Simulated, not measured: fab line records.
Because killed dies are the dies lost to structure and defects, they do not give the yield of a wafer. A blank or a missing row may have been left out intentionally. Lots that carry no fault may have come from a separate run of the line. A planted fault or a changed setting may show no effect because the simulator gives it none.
A struck lot beside a sound one + flow sfq-line + 15 out of 325 route steps
Sound: the wafers L518.3, L518.4, L518.5. Struck: wafer L529.1 (left out: L529.2, L529.4 of the same lot, which were not struck); the cause appears at the end.
Each step with rows lists, per side, the tool, then ch with its chambers, then its first start. Under that, the readings that differ: sound wafers + struck wafers + difference of the means + sigmas: that difference in standard deviations of wafers without a fault.
alike: same words and numbers on both sides, and readings whose means sit less than 2 such deviations apart. not compared: any withheld reading, any reading some wafer has no value for, any bound like >300 that may hide the same value, and any number with overlapping values for which the record gives no deviation.
The two part at a step that has a row with sigmas, a row that says differs or no value, or rows on one side only. Numbers that don't overlap but have no deviation are shown without sigmas and don't part them. Lack of a reading on every wafer of one side parts them only where that side has two or more wafers.

first, 1 step without rows for these wafers: SFQ_TRILAYER_M7_STRIP_SOLV_CLEAN_182 (cleans in NMP, time 600 s).
SFQ_TRILAYER_I7_DEP_PECVD_183: deposits SiO2 from SiH4/N2O, time 111.11 s, target thk 500 nm.
  sound on pecvd-04 ch 0,1, day 73 22:28; struck on pecvd-04 ch 0, day 78 21:37
  alike: heater-power-w, throttle-valve-pct
SFQ_TRILAYER_I7_CMP_CMP_184: polishes SiO2.
  sound on cmp-01 ch 0,2,3, day 73 23:59; struck on cmp-02 ch 2, day 78 21:42
  alike: motor-current-A, platen-rpm, slurry-flow-ml-min, time-to-endpoint-s
SFQ_I7_BOW_MEAS_946:
  sound on film-metro-03 at day 74 03:01; struck on film-metro-02 at day 79 00:42
  alike: I7_BOW
SFQ_TRILAYER_I7_METRO_MEASURE_185:
  sound on film-metro-03 at day 74 03:30; struck on film-metro-02 at day 79 00:49
| reading     | sound             | struck | difference | sigmas |
|-------------|-------------------|--------|------------|--------|
| thk-nm (nm) | 199.0 198.9 199.1 | 201.5  | +2.5       | +2     |
then, 6 steps without rows for these wafers: SFQ_TRILAYER_I7_VIA_LITHO_COAT_192 (resist thk 62 nm); SFQ_TRILAYER_I7_VIA_LITHO_COAT_187 (resist thk 650 nm); SFQ_TRILAYER_I7_VIA_LITHO_SOFTBAKE_191; SFQ_TRILAYER_I7_VIA_LITHO_EXPOSE_188 (exposes mask I7, target cd 1000 nm); SFQ_TRILAYER_I7_VIA_LITHO_PEB_190 (peb time 60 s); SFQ_TRILAYER_I7_VIA_LITHO_DEVELOP_189 (time 60 s).
SFQ_I7_OVL_MEAS_947:
  sound on overlay-02 at day 75 11:11; struck on overlay-01 at day 79 04:16
  alike: I7_OVL
SFQ_TRILAYER_I7_VIA_BARC_OPEN_VIA_ETCH_260: etches BARC in O2, target depth 125 nm, time 41.7 s.
  sound on rie-diel-01 ch 0,1, day 75 11:12; struck on rie-diel-01 ch 3, day 79 04:19
| reading                                                 | sound             | struck | difference | sigmas |
|---------------------------------------------------------|-------------------|--------|------------|--------|
| bias-w (W)                                              | 80.11 79.90 79.81 | 61.00  | -18.94     | -86    |
| model.KrF_of_TRILAYER_I7_VIA_LITHO_COAT_187.thk-nm (nm) | 573.8 575.5 573.2 | 577.1  | +2.9       |        |
  alike: drypump-motor-current-A, oes-product-au
  not compared: rf-hours-counter-h
SFQ_TRILAYER_I7_VIA_ETCH_VIA_ETCH_190: etches SiO2 in CHF3, stops on Nb, target depth 260 nm.
  sound on rie-diel-01 ch 0,1, day 75 11:14; struck on rie-diel-01 ch 3, day 79 04:21
| reading                                                 | sound             | struck | difference | sigmas |
|---------------------------------------------------------|-------------------|--------|------------|--------|
| oes-product-au (a.u.)                                   | 0.847 0.849 0.857 | 0.863  | +0.012     | +2     |
| model.KrF_of_TRILAYER_I7_VIA_LITHO_COAT_187.thk-nm (nm) | 527.8 530.3 527.1 | 531.4  | +3.0       |        |
  alike: bias-w, drypump-motor-current-A
SFQ_TRILAYER_I7_VIA_STRIP_STRIP_191: strips in O2.
  sound on rie-metal-03 ch 0,1, day 75 11:33; struck on rie-metal-02 ch 0, day 79 04:28
| reading                     | sound       | struck | difference                   | sigmas |
|-----------------------------|-------------|--------|------------------------------|--------|
| drypump-motor-current-A (A) | 5.1 6.0 5.1 | 6.6    | +1.2                         | +2     |
| rf-hours-counter-h (h)      | - - -       | 75     | no value on the sound wafers |        |
  alike: oes-product-au

WHERE THEY PART
Last at SFQ_TRILAYER_I7_VIA_STRIP_STRIP_191 as far as this record goes, first at SFQ_TRILAYER_I7_METRO_MEASURE_185.

WHY: whatever the simulator had introduced
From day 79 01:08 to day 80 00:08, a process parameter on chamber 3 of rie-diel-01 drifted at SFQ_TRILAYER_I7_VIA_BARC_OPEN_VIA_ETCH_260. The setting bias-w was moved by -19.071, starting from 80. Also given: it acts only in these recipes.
